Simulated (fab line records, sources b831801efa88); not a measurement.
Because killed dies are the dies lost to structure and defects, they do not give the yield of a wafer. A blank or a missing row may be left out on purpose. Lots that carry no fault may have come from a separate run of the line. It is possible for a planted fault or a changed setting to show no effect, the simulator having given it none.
2 desks looking at one fault | flow sky130 | only its own numbers are on each desk; what lay behind them is given at the end

TOOL OWNER'S DESK, lithoTrack-04
The tool's own readings at SKY_METAL3_DEVELOP_12 (develop time 60 s): means of the sampled wafers that have a number, for each lot that ran on this tool. Any lot whose mean is over 4 standard deviations away from the usual mean is out of limits and marked OUT; that distance is given in the brackets.
Columns: A = chillPlateTempC at SKY_METAL3_DEVELOP_12, usual 22.98 C; B = developerTempC at SKY_METAL3_DEVELOP_12, usual 21.01 C
lot  | first seen here | A     | B
L394 | day 40 00:00    | 22.98 | 21.06
L410 | day 45 12:00    | 23.09 | 21.01
L412 | day 45 12:00    | 22.96 | 21.01
This desk found nothing out of limits on any of the 3 lots.

THE METROLOGY DESK
Means of the sampled wafers that have a number, per lot and without regard to the tool the lot ran on: this is what the gauges read. Any lot whose mean is over 4 standard deviations away from the usual mean is out of limits and marked OUT; that distance is given in the brackets.
Columns: A = cdNm at SKY_METAL3_CD_MEAS_13, usual 300.0 nm
lot  | first seen here | A
L394 | day 40 00:46    | 300.6
L395 | day 40 06:31    | 300.5
L410 | day 45 12:31    | 300.4
L412 | day 45 12:50    | 299.0
This desk found nothing out of limits on any of the 4 lots.

ALL TOGETHER
The desk of the tool owner found nothing out of limits.
At the metrology desk, nothing out of limits was observed.

WHAT THE SIMULATOR HAD PUT IN
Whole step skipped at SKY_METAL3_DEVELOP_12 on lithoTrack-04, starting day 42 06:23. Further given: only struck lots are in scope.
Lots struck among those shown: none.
